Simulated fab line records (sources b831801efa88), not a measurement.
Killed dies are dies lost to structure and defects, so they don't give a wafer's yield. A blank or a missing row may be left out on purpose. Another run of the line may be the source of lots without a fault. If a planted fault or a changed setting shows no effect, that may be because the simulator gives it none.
Comparing a struck lot with a sound one | flow sky130 | 35 out of 708 route steps
Sound: the wafers L406.3, L406.5, L406.6. Struck: wafers L402.3, L402.4, L402.6. The cause is named last.
Each step with rows lists, per side, the tool, then ch with its chambers, then its first start. Under that, the readings that differ: sound wafers | struck wafers | difference of the means | sigmas: that difference in standard deviations of wafers without a fault.
alike: readings with means less than 2 such deviations apart, plus words and numbers identical on both sides. not compared: withheld readings, readings lacking a value on some wafer, bounds such as >300 that could conceal the same value, and numbers that have no deviation in the record and whose values overlap.
Wherever a step has rows on one side only, a row that says differs or no value, or a row with sigmas, the two part there. Non-overlapping numbers with no deviation appear without sigmas and do not part them. A reading that every wafer of one side lacks parts them only if that side has two wafers or more.

first, 10 steps without rows for these wafers: SKY_METAL1_HMDS_08 (prime time 60 s); SKY_METAL1_COAT_09 (resist thk 60 nm); SKY_METAL1_COAT_10 (resist thk 450 nm); SKY_METAL1_SOFTBAKE_11 (time 90 s); SKY_METAL1_EXPOSE_12 (exposes mask MM1, target cd 140 nm); SKY_METAL1_PEB_13; SKY_METAL1_DEVELOP_14 (develop time 60 s); SKY_METAL1_DESCUM_17 (chemistry O2, time 8 s); SKY_METAL1_ETCH_18 (etches BARC in N2/H2, stops on SiO2, time 45.9 s, target depth 60 nm); SKY_METAL1_METAL_ETCH_19 (etches the open film in Cl2/BCl3, stops on SiO2, target depth 360 nm, time 78 s).
SKY_METAL1_STRIP_20: strips in O2/N2.
  sound on plasma asher-01 ch 0,1, day 40 12:04; struck on plasma asher-04 ch 0,1, day 38 20:07
  alike: drypump motor current A, oes product au, strip time to endpoint s
  not compared: rf hours counter h
then, 23 steps without rows for these wafers: SKY_METAL1_STRIP_21 (strips in post etch residue remover, time 1200 s); SKY_METAL1_CLEAN_22 (cleans in IPA, time 180 s); SKY_METAL1_CLEAN_23 (cleans in O3/DIW); SKY_VIA1_HDPCVD_00 (deposits SiO2, target thk 1030 nm, time 171.7 s); SKY_VIA1_CMP_02 (polishes SiO2); SKY_VIA1_DEHYDRATE_04 (time 60 s); SKY_VIA1_HMDS_05 (prime time 60 s); SKY_VIA1_COAT_06 (resist thk 60 nm); SKY_VIA1_COAT_07 (resist thk 450 nm); SKY_VIA1_SOFTBAKE_08 (time 90 s); SKY_VIA1_EXPOSE_09 (exposes mask VIM, target cd 150 nm); SKY_VIA1_PEB_10; SKY_VIA1_DEVELOP_11 (develop time 60 s); SKY_VIA1_ETCH_14 (etches BARC in N2/H2, stops on SiO2, time 45.9 s, target depth 60 nm); SKY_VIA1_ETCH_15 (etches SiO2 in C4F8/O2/Ar, stops on TiN, target depth 351 nm, time 54 s); SKY_VIA1_STRIP_16 (strips in O2/N2); SKY_VIA1_STRIP_17 (strips in post etch residue remover, time 1200 s); SKY_VIA1_CLEAN_18 (cleans in IPA, time 180 s); SKY_VIA1_CLEAN_19 (cleans in O3/DIW); SKY_VIA1_SPUTTER_20 (material TiN, target thk 20 nm, time 80 s); SKY_VIA1_CVD_21 (deposits W, target thk 270 nm, time 80.902 s); SKY_VIA1_CMP_24 (polishes, stops on SiO2, t overpolish 15 s, target thk 0 nm); SKY_METAL2_SPUTTER_00 (material Ti, target thk 15 nm, time 10 s).
-- the record jumps here: 11 days lie between the struck wafers' starts before and after (it left off in module METAL2 and takes up again in module PAD_OPEN, whose first step shown is number 708 of the route) --
SKY_PAD_OPEN_PROBE_99:
  sound: prober-01 at day 51 05:34; struck: prober-02 at day 50 05:16
  reading                               | sound                | struck            | difference | sigmas
  defect limited yield (%)              | 80.5 81.5 79.3       | 72.0 78.3 70.7    | -6.8       | -4
  killed_at_M0_to_M3                    | 61 48 45             | 94 64 90          | +31        | +4
  killed dies                           | 96 91 102            | 138 107 144       | +33        | +4
  sort_bin_3_pad_short (%)              | 0.4 0.6 0.4          | 2.4 1.2 3.7       | +2.0       | +5
  sort_bin_5_function (%)               | 12.2 9.8 13.4        | 17.5 13.2 19.3    | +4.9       | +3
  sort n pass                           | 396 401 390          | 354 385 348       | -33        | -4
  sort yield pct (%)                    | 80.5 81.5 79.3       | 72.0 78.3 70.7    | -6.8       | -4
  model.etest.tester.sort n pass        | 396 401 390          | 354 385 348       | -33        |
  model.etest.tester.sort yield pct (%) | 80.49 81.5 79.27     | 71.95 78.25 70.73 | -6.78      |
  model.etest.tester.sort_bin_3_pct (%) | 0.4065 0.6098 0.4065 | 2.439 1.22 3.659  | +1.965     |
  alike: killed_at_M4_up, killed at contacts, killed at front end, killed at other, killed open, killed short, sort_bin_6_memory
  not compared: model.etest.tester.sort_bin_5_pct

## WHERE THEY PART
At SKY_PAD_OPEN_PROBE_99 and nowhere else, as far as this record goes.

WHY: whatever the simulator had introduced
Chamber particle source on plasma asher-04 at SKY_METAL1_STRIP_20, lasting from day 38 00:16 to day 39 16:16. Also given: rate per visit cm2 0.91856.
